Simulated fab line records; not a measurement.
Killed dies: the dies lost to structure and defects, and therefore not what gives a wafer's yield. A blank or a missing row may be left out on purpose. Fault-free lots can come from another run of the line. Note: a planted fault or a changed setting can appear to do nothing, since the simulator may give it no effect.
What tool caused it? -- flow sky130 -- 12 lots, 36 wafers sampled, at 4 steps of a route of 708

== WHAT EACH GAUGE READ, for each wafer ==
SKY_VT_ADJUST_LVTN_TW_MEAS_10. Usual: VT_ADJUST_LVTN_TW gives 244.2 (standard deviation 2.3).
lot,measured,on,VT_ADJUST_LVTN_TW,flag
L539,day 6 22:47,filmMetro-03,241.4 243.3 242.5,
L540,day 7 11:02,filmMetro-04,247.1 247.5 248.2,
L542,day 7 21:13,filmMetro-04,248.7 248.1 248.2,
L544,day 8 11:16,filmMetro-03,244.0 243.0 243.7,
L546,day 9 02:47,filmMetro-03,240.3 242.2 241.9,
L548,day 9 15:04,filmMetro-04,303.0 303.9 303.8,OFF
L550,day 10 04:26,filmMetro-03,298.8 296.1 298.7,OFF
L551,day 10 12:25,filmMetro-01,298.3 300.5 297.9,OFF
L555,day 11 13:16,filmMetro-03,243.1 241.6 242.9,
L557,day 12 01:43,filmMetro-01,242.2 243.9 243.6,
L558,day 12 10:33,filmMetro-04,248.5 248.6 249.2,
L559,day 12 17:25,filmMetro-01,243.1 244.2 244.2,

SKY_SONOS_TUNNEL_TW_MEAS_12. Usual: SONOS_TUNNEL_TW gives 199.5 (standard deviation 1.9).
lot,measured,on,SONOS_TUNNEL_TW,flag
L539,day 11 09:32,filmMetro-03,197.6 197.8 198.5,
L540,day 12 01:04,filmMetro-04,202.7 202.3 202.7,
L542,day 12 14:50,filmMetro-03,197.7 198.1 197.9,
L544,day 13 08:07,filmMetro-03,197.1 198.7 198.6,
L546,day 14 02:38,filmMetro-04,201.5 202.5 200.9,
L548,day 14 18:41,filmMetro-04,201.2 201.0 200.7,
L550,day 15 08:49,filmMetro-01,197.6 197.8 196.9,
L551,day 15 20:44,filmMetro-04,201.7 200.9 201.2,
L555,day 17 01:29,filmMetro-04,200.6 201.3 201.3,
L557,day 17 16:56,filmMetro-04,202.6 202.9 201.4,
L558,day 18 03:17,filmMetro-03,197.3 197.1 196.4,
L559,day 18 11:08,filmMetro-04,201.6 200.4 201.5,

SKY_GATE_OXIDE_OVL_MEAS_10. Usual: GATE_OXIDE_OVL gives -1.3 nm (standard deviation 1.4).
lot,measured,on,GATE_OXIDE_OVL (nm),flag
L539,day 13 20:53,overlay-02,-0.3 0.0 0.3,
L540,day 14 10:17,overlay-01,1.0 -0.4 -2.0,
L542,day 15 01:29,overlay-01,0.3 -2.2 -3.1,
L544,day 15 22:52,overlay-01,-2.8 -1.9 -0.5,
L546,day 16 15:13,overlay-01,-5.2 -2.2 -2.6,
L548,day 17 13:23,overlay-02,-3.1 -2.4 -2.1,
L550,day 18 00:47,overlay-01,-1.6 1.1 -1.5,
L551,day 18 18:26,overlay-01,-3.2 -0.9 -1.0,
L555,day 19 21:59,overlay-01,-1.9 -2.7 -2.2,
L557,day 20 14:18,overlay-02,-0.7 1.1 0.7,
L558,day 20 23:20,overlay-02,-0.4 -1.3 -1.0,
L559,day 21 10:54,overlay-02,2.1 -0.4 0.5,

== WHAT TOOL EACH LOT RAN ON (gives the tool, then ch and the chambers of the sampled wafers, and finally the start) ==
lot,SKY_VT_ADJUST_LVTN_IMPLANT_08
L539,"implanter-03 ch 0, day 6 22:35"
L540,"implanter-03 ch 0, day 7 10:49"
L542,"implanter-03 ch 0, day 7 20:58"
L544,"implanter-01 ch 0, day 8 11:01"
L546,"implanter-04 ch 0, day 9 02:35"
L548,"implanter-04 ch 0, day 9 14:26"
L550,"implanter-04 ch 0, day 10 03:55"
L551,"implanter-04 ch 0, day 10 11:53"
L555,"implanter-04 ch 0, day 11 13:01"
L557,"implanter-04 ch 0, day 12 01:29"
L558,"implanter-04 ch 0, day 12 10:18"
L559,"implanter-03 ch 0, day 12 17:10"
- SKY_VT_ADJUST_LVTN_IMPLANT_08

== WHAT THE TOOLS THEMSELVES READ (means of the sampled wafers that have a number; where no wafer has one, the mark that the record gives instead) ==
SKY_VT_ADJUST_LVTN_IMPLANT_08. Usual: 5.02e-06 Torr for endStationPressureTorr, sd 2.9e-07.
lot,tool,endStationPressureTorr (Torr),flag
L539,implanter-03,5.13e-06,
L540,implanter-03,4.93e-06,
L542,implanter-03,5.21e-06,
L544,implanter-01,5.20e-06,
L546,implanter-04,5.15e-06,
L548,implanter-04,4.88e-06,
L550,implanter-04,5.02e-06,
L551,implanter-04,4.85e-06,
L555,implanter-04,4.97e-06,
L557,implanter-04,5.07e-06,
L558,implanter-04,5.05e-06,
L559,implanter-03,5.23e-06,

== THE ANSWER, worked out from the rows above alone ==
Rule: a lot is off if the mean of its wafers that have a number lies more than 3 standard deviations from the usual mean. Also off: a lot with no number at a reading for which 4 or more lots have one. All remaining lots with rows at the step are treated as sound. First the gauges in route order, then the tools' own readings, where a lot's mean is used as printed above. The first step at which some lot is off is used, and at that step the reading that is off furthest; a lot without a number counts as furthest.
Off: at SKY_VT_ADJUST_LVTN_TW_MEAS_10 (VT_ADJUST_LVTN_TW), L548, L550, L551.
A tool fits if, at a process step before that reading, it ran every lot that is off, and no sound lot after the first of them. Those tools and the gauges at SKY_VT_ADJUST_LVTN_TW_MEAS_10 are tried in the same way. No candidate that was tried fits.

== WHAT THE SIMULATOR HAD PUT IN ==
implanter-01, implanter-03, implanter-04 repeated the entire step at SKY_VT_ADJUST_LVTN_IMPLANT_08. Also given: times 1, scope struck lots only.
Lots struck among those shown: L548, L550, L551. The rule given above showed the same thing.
